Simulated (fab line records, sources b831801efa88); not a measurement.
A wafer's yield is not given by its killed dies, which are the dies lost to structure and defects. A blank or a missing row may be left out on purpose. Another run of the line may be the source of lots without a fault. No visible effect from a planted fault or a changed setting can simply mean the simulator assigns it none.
fab line records	flow sky130	part 2 of 2: steps 27 to 35 of 35
record: lots: 5	wafers: 15	last_day: 50
route steps=708 shown METAL2@504 VIA2@507 METAL3@532 CAPM@537
lots untouched by any fault: they come from a run of this same line in which no faults occurred
start_h: the number of hours between the record's first day and the start of the first shown wafer of the lot	wait_h: time in hours since the lot's previous step	" identical to the entry in the row above	L1.1+2: a single row standing in for several wafers	- no value, or no start was given	* or withheld: withheld	< > ~ a bound
route shown NAME@n: a module of which the file shows steps, and the number in the route of the first	usual: average and standard deviation across the fault-free wafers	same: alike in all rows	chamber/n: place in a boat	sites: the reading at each site	_std_site: standard deviation across them	_edge_site: mean of outer sites minus mean of inner sites	radius_mm: for every site, how far away it sits from the centre of the wafer	mask NAME#n: copy n	behind: the last tool/chamber to shape the wafer	hold: reason for holding the lot/hours on hold/outcome of the hold	device: which transistor (n, p or np) failed to switch	end of line: the tests these same wafers got at the end of their route	step lacking rows: just its recipe	killed: dies that structure and defects cost at the first sort, which is not the same as the wafer's yield	map: dies across one wafer; x = killed, . = not, _ = none there
set.NAME: the run value of the setting; set.NAME@STEP: its run value at that earlier step	model.NAME: the simulator's own value behind a step, which no gauge read
lots seen at some steps along the route; tables by step, rows by wafer
services: a tool's chamber out of use, with start hour (start_h, from the record's first day; less than 0 if before it), hours out, and reason
== steps ==
step: SKY_VIA2_THK_MEAS_23
recipe: thk_meas_gauge: xrf	reads: W_of_VIA2_CVD_21
usual: VIA2_W_THK: 414/7.9
lot.wafer	tool	chamber	start_h	wait_h	VIA2_W_THK[nm]
L075.1	film_metro-03	-	848.53	0.1	404
L075.2	"	-	"	"	407
L075.4	"	-	"	"	408
L087.2	film_metro-04	-	936.74	0.1	402
L087.4	"	-	"	"	404
L087.6	"	-	"	"	405
L090.2	film_metro-01	-	961.91	0.1	424
L090.3	"	-	"	"	427
L090.6	"	-	"	"	422
L095.2	film_metro-01	-	1021.10	0.1	416
L095.4	"	-	"	"	414
L095.5	"	-	"	"	415
L096.1	film_metro-03	-	1026.91	0.1	415
L096.5	"	-	"	"	417
L096.6	"	-	"	"	414
step: SKY_VIA2_CMP_24
recipe: stop_on: SiO2	t_overpolish_s: 20	down_force_psi: 3.5	platen_rpm: 60	target_thk_nm: 0	pad_velocity_m_s: 0.94248
usual: head_pressure_psi: 3.500/0.0078	motor_current_A: 11.2/0.77	overpolish_run_s: 20.000/0.0096	slurry_filter_dp_kPa: 13.52/0.12	time_to_endpoint_s: 99/4.7
lot.wafer	tool	chamber	start_h	wait_h	head_pressure_psi	motor_current_A	overpolish_run_s	slurry_filter_dp_kPa	time_to_endpoint_s
L075.4	cmp-02	1	848.64	0.1	3.503	12.5	19.987	13.43	100
L075.1	"	2	"	"	3.495	10.5	19.995	13.39	93
L075.2	"	3	"	"	3.504	10.9	20.004	13.52	93
L087.2	cmp-02	3	936.79	0.0	3.493	10.1	20.012	13.57	90
L087.4	"	0	"	"	3.495	11.3	19.992	13.52	101
L087.6	"	0	"	"	3.505	11.1	19.993	13.67	103
L090.2	cmp-02	3	961.96	0.0	3.488	10.6	20.011	13.40	95
L090.3	"	0	"	"	3.496	11.1	20.006	13.49	103
L090.6	"	3	"	"	3.491	10.2	20.000	13.59	95
L095.4	cmp-01	2	1021.15	0.0	3.491	11.2	20.005	13.57	98
L095.2	"	1	"	"	3.502	11.1	19.996	13.51	98
L095.5	"	2	"	"	3.501	11.1	19.992	13.54	98
L096.1	cmp-01	0	1027.12	0.2	3.501	11.1	20.010	13.65	108
L096.6	"	1	"	"	3.477	11.8	20.001	13.54	108
L096.5	"	2	"	"	3.486	11.0	19.990	13.20	109
step: SKY_METAL3_SPUTTER_00
recipe: material: Ti	target_thk_nm: 15	power_w: 3000	time_s: 10	chamber_pressure_pa: 0.4
usual: throttle_valve_pct: 30.3/0.83
lot.wafer	tool	chamber	start_h	wait_h	throttle_valve_pct
L075.1	pvd_sputter-03	-	848.89	0.1	29.6
L075.2	"	-	"	"	30.4
L075.4	"	-	"	"	29.9
L087.2	pvd_sputter-02	-	937.09	0.2	31.2
L087.4	"	-	"	"	29.3
L087.6	"	-	"	"	31.5
L090.2	pvd_sputter-01	-	962.26	0.2	31.0
L090.3	"	-	"	"	31.3
L090.6	"	-	"	"	31.0
L095.2	pvd_sputter-03	-	1021.45	0.1	29.8
L095.4	"	-	"	"	30.5
L095.5	"	-	"	"	30.0
L096.1	pvd_sputter-02	-	1027.27	0.1	31.6
L096.5	"	-	"	"	29.1
L096.6	"	-	"	"	30.4
step: SKY_METAL3_SPUTTER_01
recipe: material: TiN	target_thk_nm: 20	power_w: 6500	time_s: 16.7	chamber_pressure_pa: 0.4
usual: throttle_valve_pct: 30.3/0.82
lot.wafer	tool	chamber	start_h	wait_h	throttle_valve_pct
L075.1	pvd_sputter-03	-	848.91	0.0	29.5
L075.2	"	-	"	"	30.5
L075.4	"	-	"	"	30.0
L087.2	pvd_sputter-02	-	937.11	0.0	31.2
L087.4	"	-	"	"	29.3
L087.6	"	-	"	"	31.4
L090.2	pvd_sputter-01	-	962.28	0.0	31.1
L090.3	"	-	"	"	31.2
L090.6	"	-	"	"	31.0
L095.2	pvd_sputter-03	-	1021.48	0.0	30.1
L095.4	"	-	"	"	30.5
L095.5	"	-	"	"	29.9
L096.1	pvd_sputter-02	-	1027.29	0.0	31.3
L096.5	"	-	"	"	29.0
L096.6	"	-	"	"	30.8
step: SKY_METAL3_SPUTTER_02
recipe: material: AlCu	target_thk_nm: 735	power_w: 10600	time_s: 39.1	chamber_pressure_pa: 0.4
usual: throttle_valve_pct: 30.3/0.84
lot.wafer	tool	chamber	start_h	wait_h	throttle_valve_pct
L075.1	pvd_sputter-03	-	848.94	0.0	29.7
L075.2	"	-	"	"	30.3
L075.4	"	-	"	"	29.9
L087.2	pvd_sputter-02	-	937.14	0.0	31.5
L087.4	"	-	"	"	29.6
L087.6	"	-	"	"	31.0
L090.2	pvd_sputter-01	-	962.31	0.0	31.1
L090.3	"	-	"	"	31.2
L090.6	"	-	"	"	31.3
L095.2	pvd_sputter-03	-	1021.50	0.0	30.1
L095.4	"	-	"	"	30.4
L095.5	"	-	"	"	30.1
L096.1	pvd_sputter-02	-	1027.32	0.0	31.5
L096.5	"	-	"	"	29.1
L096.6	"	-	"	"	30.9
step: SKY_METAL3_SPUTTER_03
recipe: material: Ti	target_thk_nm: 5	power_w: 3000	time_s: 3.3	chamber_pressure_pa: 0.4
usual: throttle_valve_pct: 30.3/0.84
lot.wafer	tool	chamber	start_h	wait_h	throttle_valve_pct
L075.1	pvd_sputter-03	-	848.97	0.0	29.6
L075.2	"	-	"	"	30.5
L075.4	"	-	"	"	30.1
L087.2	pvd_sputter-02	-	937.18	0.0	31.3
L087.4	"	-	"	"	29.4
L087.6	"	-	"	"	31.5
L090.2	pvd_sputter-01	-	962.34	0.0	31.0
L090.3	"	-	"	"	31.4
L090.6	"	-	"	"	31.1
L095.2	pvd_sputter-03	-	1021.54	0.0	30.0
L095.4	"	-	"	"	30.5
L095.5	"	-	"	"	29.8
L096.1	pvd_sputter-02	-	1027.36	0.0	31.4
L096.5	"	-	"	"	29.1
L096.6	"	-	"	"	30.8
step: SKY_METAL3_SPUTTER_04
recipe: material: TiN	target_thk_nm: 70	power_w: 6500	time_s: 58.3	chamber_pressure_pa: 0.4
usual: throttle_valve_pct: 30.3/0.8
lot.wafer	tool	chamber	start_h	wait_h	throttle_valve_pct
L075.1	pvd_sputter-03	-	848.99	0.0	29.8
L075.2	"	-	"	"	30.5
L075.4	"	-	"	"	29.9
L087.2	pvd_sputter-02	-	937.20	0.0	31.4
L087.4	"	-	"	"	29.7
L087.6	"	-	"	"	31.2
L090.2	pvd_sputter-01	-	962.36	0.0	31.0
L090.3	"	-	"	"	31.3
L090.6	"	-	"	"	31.1
L095.2	pvd_sputter-03	-	1021.56	0.0	29.9
L095.4	"	-	"	"	30.3
L095.5	"	-	"	"	30.1
L096.1	pvd_sputter-02	-	1027.37	0.0	31.2
L096.5	"	-	"	"	29.1
L096.6	"	-	"	"	30.8
step: SKY_CAPM_CVD_00
recipe: material: SiO2	target_thk_nm: 15.5	temp_c: 400	time_s: withheld	rf_w: 450
usual: heater_power_outer_w: 384/58	heater_power_w: 663/73
lot.wafer	tool	chamber	start_h	wait_h	heater_power_outer_w	heater_power_w
L075.1	pecvd-03	0	849.04	0.0	348	633
L075.2	"	1	"	"	343	590
L075.4	"	2	"	"	381	625
L087.2	pecvd-03	2	937.25	0.0	368	648
L087.4	"	2	"	"	382	631
L087.6	"	1	"	"	360	611
L090.2	pecvd-02	0	962.41	0.0	358	697
L090.3	"	2	"	"	446	755
L090.6	"	1	"	"	493	764
L095.2	pecvd-01	2	1021.61	0.0	434	748
L095.4	"	0	"	"	413	662
L095.5	"	2	"	"	434	744
L096.1	pecvd-02	2	1027.42	0.0	434	698
L096.5	"	0	"	"	340	669
L096.6	"	2	"	"	427	709
step: SKY_CAPM_THK_MEAS_01
recipe: reads: SiO2_of_CAPM_CVD_00
usual: CAPM_CVD_00_THK: 15.59/0.28
lot.wafer	tool	chamber	start_h	wait_h	CAPM_CVD_00_THK[nm]
L075.1	film_metro-01	-	849.06	-	15.31
L075.2	"	-	"	"	15.75
L075.4	"	-	"	"	16.18
L087.2	film_metro-01	-	937.29	-	15.82
L087.4	"	-	"	"	15.98
L087.6	"	-	"	"	15.56
L090.2	film_metro-02	-	962.44	-	15.29
L090.3	"	-	"	"	15.58
L090.6	"	-	"	"	15.54
L095.2	film_metro-03	-	1021.64	-	15.30
L095.4	"	-	"	"	15.79
L095.5	"	-	"	"	15.49
L096.1	film_metro-02	-	1027.46	-	15.46
L096.5	"	-	"	"	15.38
L096.6	"	-	"	"	15.77
== services ==
tool	chamber	start_h	hours	kind
cmp-02	-	796.71	0.7	repair
pvd_sputter-03	-	816.46	1.0	repair
cmp-02	-	817.08	1.4	repair
rie_diel-03	0	828.18	4.8	repair
cmp-02	-	832.31	1.0	repair
wet_bench-01	-	834.63	35.1	pm
cvd_w-02	1	840.23	8.4	repair
hdpcvd-01	-	844.08	0.6	repair
krf_scanner-02	-	867.11	0.8	pm
pvd_sputter-01	-	873.09	9.9	repair
cmp-01	-	877.82	12.5	repair
cmp-01	-	890.29	3.9	pm
pvd_sputter-03	-	904.31	11.2	repair
rie_diel-03	-	911.26	15.6	pm
cmp-01	-	912.16	4.0	pm
cmp-02	-	913.78	4.6	repair
krf_scanner-02	-	925.13	1.3	pm
krf_scanner-02	-	927.11	1.0	pm
wet_bench-01	-	933.53	3.2	repair
cvd_w-02	-	935.30	2.8	pm
pvd_sputter-01	-	953.83	4.6	repair
krf_scanner-02	-	960.36	0.6	repair
wet_bench-03	-	962.30	1.9	pm
cmp-01	-	978.68	4.7	repair
